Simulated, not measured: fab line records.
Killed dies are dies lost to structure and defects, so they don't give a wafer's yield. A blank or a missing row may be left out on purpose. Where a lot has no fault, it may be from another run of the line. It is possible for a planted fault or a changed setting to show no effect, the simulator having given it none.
Which tool was responsible? + flow sfq_line + 15 lots with 45 wafers sampled at 6 steps, on a route of 325 steps

WHAT THE GAUGES READ, wafer by wafer
SFQ_C5_OVL_MEAS_937.
| lot  | measured     | on         | C5_OVL (nm) |
|------|--------------|------------|-------------|
| L157 | day 63 12:02 | overlay-01 | 6 6 1       |
| L158 | day 63 14:26 | overlay-01 | -1 0 -1     |
| L159 | day 63 19:31 | overlay-02 | 0 2 2       |
| L160 | day 63 23:29 | overlay-02 | 6 3 3       |
| L161 | day 64 01:53 | overlay-02 | -6 2 -6     |
| L162 | day 64 07:14 | overlay-02 | 9 2 8       |
| L164 | day 64 14:06 | overlay-02 | 3 -5 -3     |
| L166 | day 66 00:36 | overlay-01 | 12 11 8     |
| L167 | day 66 10:04 | overlay-02 | 4 1 4       |
| L168 | day 66 11:13 | overlay-02 | 7 5 5       |
| L169 | day 66 13:37 | overlay-02 | 7 6 4       |
| L173 | day 67 09:38 | overlay-01 | -4 1 -2     |
| L174 | day 67 10:50 | overlay-01 | -5 0 -2     |
| L178 | day 67 23:58 | overlay-02 | 1 -1 4      |
| L180 | day 68 06:43 | overlay-01 | 8 4 9       |

SFQ_M8_THK_MEAS_950: measures by xrf.
| lot  | measured     | on            | M8_AU_THK (nm)    |
|------|--------------|---------------|-------------------|
| L157 | day 77 02:11 | film_metro-01 | 181.8 180.0 184.3 |
| L158 | day 77 05:48 | film_metro-02 | 184.3 182.2 182.5 |
| L159 | day 77 08:11 | film_metro-04 | 180.9 180.1 181.3 |
| L160 | day 77 10:35 | film_metro-01 | 182.8 183.0 182.5 |
| L161 | day 77 12:59 | film_metro-04 | 180.7 179.4 179.4 |
| L162 | day 80 06:20 | film_metro-04 | 179.8 182.2 180.2 |
| L164 | day 80 12:20 | film_metro-04 | 180.8 181.7 183.2 |
| L166 | day 81 20:35 | film_metro-02 | 179.9 180.0 178.1 |
| L167 | day 81 23:04 | film_metro-02 | 177.1 178.0 179.2 |
| L168 | day 84 11:13 | film_metro-01 | 182.9 179.9 182.9 |
| L169 | day 84 18:25 | film_metro-02 | 179.6 177.4 180.8 |
| L173 | day 85 12:11 | film_metro-01 | 177.9 180.7 180.4 |
| L174 | day 85 18:05 | film_metro-02 | 178.5 180.2 179.0 |
| L178 | day 86 04:53 | film_metro-02 | 179.8 179.9 180.4 |
| L180 | day 86 14:29 | film_metro-02 | 182.8 181.3 183.9 |

WHAT TOOL EACH LOT RAN ON (gives the tool, then ch and the chambers of the sampled wafers, and finally the start)
| lot  | SFQ_TRILAYER_M6_STRIP_STRIP_163   | SFQ_TRILAYER_I7_CMP_CMP_184   | SFQ_TRILAYER_I7_METRO_MEASURE_185 | SFQ_TRILAYER_I7_VIA_ETCH_VIA_ETCH_190 |
|------|-----------------------------------|-------------------------------|-----------------------------------|---------------------------------------|
| L157 | rie_metal-01 ch 0,1, day 63 15:51 | cmp-01 ch 0,2,3, day 69 09:11 | film_metro-01, day 69 12:19       | rie_diel-04 ch 0,1,3, day 73 22:47    |
| L158 | rie_metal-03 ch 0, day 63 18:06   | cmp-01 ch 0,2,3, day 69 12:41 | film_metro-01, day 69 15:31       | rie_diel-02 ch 1,2,3, day 74 03:35    |
| L159 | rie_metal-03 ch 0,1, day 64 00:54 | cmp-01 ch 0,1,3, day 69 17:25 | film_metro-02, day 69 20:32       | rie_diel-04 ch 1,2,3, day 74 05:59    |
| L160 | rie_metal-03 ch 0,1, day 64 03:18 | cmp-01 ch 0,1, day 70 01:01   | film_metro-01, day 70 04:08       | rie_diel-04 ch 0,2, day 74 23:55      |
| L161 | rie_metal-03 ch 0,1, day 64 05:42 | cmp-02 ch 0,2,3, day 70 03:00 | film_metro-02, day 70 05:37       | rie_diel-03 ch 0,3, day 75 02:19      |
| L162 | rie_metal-04 ch 0,1, day 69 01:44 | cmp-01 ch 0,1,2, day 77 01:10 | film_metro-01, day 77 04:17       | rie_diel-02 ch 1,2,3, day 80 00:34    |
| L164 | rie_metal-04 ch 0,1, day 69 11:15 | cmp-01 ch 1,2,3, day 77 11:10 | film_metro-03, day 77 13:17       | rie_diel-03 ch 0,2,3, day 80 06:34    |
| L166 | rie_metal-04 ch 0,1, day 71 02:51 | cmp-01 ch 1,2,3, day 77 22:40 | film_metro-03, day 78 01:17       | rie_diel-03 ch 0,2,3, day 80 23:22    |
| L167 | rie_metal-03 ch 0,1, day 71 10:11 | cmp-01 ch 0,2, day 78 01:10   | film_metro-03, day 78 04:29       | rie_diel-04 ch 0,1, day 81 01:46      |
| L168 | rie_metal-04 ch 0,1, day 71 12:35 | cmp-02 ch 0,1,2, day 78 05:27 | film_metro-02, day 78 08:46       | rie_diel-03 ch 0,1,2, day 81 06:34    |
| L169 | rie_metal-01 ch 0,1, day 71 13:47 | cmp-01 ch 1,2,3, day 78 10:10 | film_metro-03, day 78 13:29       | rie_diel-04 ch 1,2,3, day 81 12:34    |
| L173 | rie_metal-01 ch 0,1, day 72 04:11 | cmp-01 ch 1,2,3, day 78 22:10 | film_metro-03, day 79 01:29       | rie_diel-03 ch 2,3, day 82 07:47      |
| L174 | rie_metal-03 ch 0,1, day 72 05:23 | cmp-01 ch 1,2, day 79 01:10   | film_metro-01, day 79 04:29       | rie_diel-04 ch 0,1,3, day 82 16:11    |
| L178 | rie_metal-01 ch 0,1, day 72 12:42 | cmp-02 ch 0,2,3, day 79 11:57 | film_metro-01, day 79 14:34       | rie_diel-03 ch 1,2,3, day 83 07:59    |
| L180 | rie_metal-01 ch 0,1, day 72 15:06 | cmp-02 ch 0,1,2, day 79 17:57 | film_metro-03, day 79 20:46       | rie_diel-04 ch 1,3, day 83 14:08      |
- SFQ_TRILAYER_M6_STRIP_STRIP_163: strips in O2.
- SFQ_TRILAYER_I7_CMP_CMP_184: polishes SiO2.
- SFQ_TRILAYER_I7_METRO_MEASURE_185
- SFQ_TRILAYER_I7_VIA_ETCH_VIA_ETCH_190: etches SiO2 in CHF3, stops on Nb, target depth 260 nm.

AS READ BY THE TOOLS THEMSELVES (means over the sampled wafers that have a number; for cases with no such wafer, the mark the record gives instead)
SFQ_TRILAYER_M6_STRIP_STRIP_163.
| lot  | tool         | drypump_motor_current_A (A) | oes_product_au (a.u.) |
|------|--------------|-----------------------------|-----------------------|
| L157 | rie_metal-01 | 5.5                         | 1.005                 |
| L158 | rie_metal-03 | 6.2                         | 1.000                 |
| L159 | rie_metal-03 | 6.4                         | 1.007                 |
| L160 | rie_metal-03 | 6.5                         | 0.997                 |
| L161 | rie_metal-03 | 6.5                         | 1.002                 |
| L162 | rie_metal-04 | 5.6                         | 0.986                 |
| L164 | rie_metal-04 | 5.6                         | 0.986                 |
| L166 | rie_metal-04 | 5.6                         | 0.985                 |
| L167 | rie_metal-03 | 6.4                         | 0.999                 |
| L168 | rie_metal-04 | 5.6                         | 0.985                 |
| L169 | rie_metal-01 | 5.4                         | 0.985                 |
| L173 | rie_metal-01 | 5.5                         | 0.993                 |
| L174 | rie_metal-03 | 6.5                         | 0.997                 |
| L178 | rie_metal-01 | 5.5                         | 1.001                 |
| L180 | rie_metal-01 | 5.4                         | 0.995                 |

SFQ_TRILAYER_I7_CMP_CMP_184.
| lot  | tool   | motor_current_A (A) | platen_rpm (rpm) | retaining_ring_pressure_frac | time_to_endpoint_s (s) |
|------|--------|---------------------|------------------|------------------------------|------------------------|
| L157 | cmp-01 | 9.7                 | 60.01            | 1.005                        | 212                    |
| L158 | cmp-01 | 10.3                | 59.99            | 0.993                        | 210                    |
| L159 | cmp-01 | 9.9                 | 60.01            | 1.000                        | 221                    |
| L160 | cmp-01 | 10.1                | 60.01            | 0.999                        | 224                    |
| L161 | cmp-02 | 9.9                 | 60.01            | 1.001                        | 216                    |
| L162 | cmp-01 | 10.0                | 59.97            | 1.000                        | 213                    |
| L164 | cmp-01 | 9.6                 | 59.98            | 0.997                        | 207                    |
| L166 | cmp-01 | 10.0                | 60.01            | 0.995                        | 203                    |
| L167 | cmp-01 | 11.0                | 59.99            | 1.002                        | 207                    |
| L168 | cmp-02 | 10.0                | 59.96            | 1.002                        | 204                    |
| L169 | cmp-01 | 9.8                 | 59.97            | 1.005                        | 272                    |
| L173 | cmp-01 | 9.8                 | 59.99            | 0.998                        | 287                    |
| L174 | cmp-01 | 9.9                 | 60.01            | 1.000                        | 276                    |
| L178 | cmp-02 | 10.0                | 59.95            | 1.000                        | 201                    |
| L180 | cmp-02 | 9.9                 | 60.01            | 1.002                        | 209                    |

SFQ_TRILAYER_I7_METRO_MEASURE_185.
| lot  | tool          | thk_nm (nm) |
|------|---------------|-------------|
| L157 | film_metro-01 | 200.6       |
| L158 | film_metro-01 | 199.1       |
| L159 | film_metro-02 | 201.4       |
| L160 | film_metro-01 | 201.6       |
| L161 | film_metro-02 | 199.7       |
| L162 | film_metro-01 | 200.9       |
| L164 | film_metro-03 | 200.4       |
| L166 | film_metro-03 | 199.6       |
| L167 | film_metro-03 | 198.5       |
| L168 | film_metro-02 | 199.9       |
| L169 | film_metro-03 | 301.7       |
| L173 | film_metro-03 | 307.7       |
| L174 | film_metro-01 | 302.8       |
| L178 | film_metro-01 | 199.9       |
| L180 | film_metro-03 | 198.8       |

SFQ_TRILAYER_I7_VIA_ETCH_VIA_ETCH_190.
| lot  | tool        | drypump_motor_current_A (A) | oes_product_au (a.u.) |
|------|-------------|-----------------------------|-----------------------|
| L157 | rie_diel-04 | 5.7                         | 0.862                 |
| L158 | rie_diel-02 | 5.7                         | 0.853                 |
| L159 | rie_diel-04 | 5.5                         | 0.856                 |
| L160 | rie_diel-04 | 5.4                         | 0.860                 |
| L161 | rie_diel-03 | 5.7                         | 0.854                 |
| L162 | rie_diel-02 | 5.7                         | 0.858                 |
| L164 | rie_diel-03 | 5.7                         | 0.854                 |
| L166 | rie_diel-03 | 5.7                         | 0.854                 |
| L167 | rie_diel-04 | 5.8                         | 0.847                 |
| L168 | rie_diel-03 | 5.6                         | 0.854                 |
| L169 | rie_diel-04 | 5.5                         | 0.992                 |
| L173 | rie_diel-03 | 5.4                         | 1.008                 |
| L174 | rie_diel-04 | 5.8                         | 0.989                 |
| L178 | rie_diel-03 | 5.3                         | 0.852                 |
| L180 | rie_diel-04 | 5.6                         | 0.854                 |

THE ANSWER, worked out from the rows above alone
Rule: the usual values come from the lots themselves. The widest of any qualifying gaps counts: lots, ordered by their means at a reading, are off when they make up no more than a third of the lots, leave a main group of 4 or more, and stand apart from it by 3 or more times the standard deviation of that group's means. Not used: any main group whose means are identical at the precision the tables above print for the reading. Also off: a lot with no number at a reading for which 4 or more lots have one. The other lots that the step has rows for count as sound. After the gauges, taken in route order, come the tools' own readings; for these a lot's mean is taken, as printed above. At the first step where some lot is off, the reading lying furthest off is the one used; lots without a number count as furthest.
Off at SFQ_TRILAYER_I7_CMP_CMP_184 (time_to_endpoint_s): L169, L173, L174. Mean 211 s and standard deviation 6.8 in the main group.
If a tool, at that step or one of the process steps before it, ran each lot that is off and ran no sound lot following the first of them, it fits. One fits: SFQ_TRILAYER_I7_CMP_CMP_184 on cmp-01. A fault onset in the window from L167 (day 78 01:10, its last sound lot) to L169 (day 78 10:10, its first lot off) fits.
On the lots that are off, the tool's own readings at SFQ_TRILAYER_I7_CMP_CMP_184 differ by more than 5 times the standard deviation of the sound lots' means, which bears it out; time_to_endpoint_s reads 278 s there versus 211 s on the sound lots.

WHAT THE SIMULATOR PUT IN
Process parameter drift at SFQ_TRILAYER_I7_CMP_CMP_184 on cmp-01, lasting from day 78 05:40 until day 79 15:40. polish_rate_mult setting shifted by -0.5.
Struck lots among those shown: L169, L173, L174. The rule above reached the same finding.
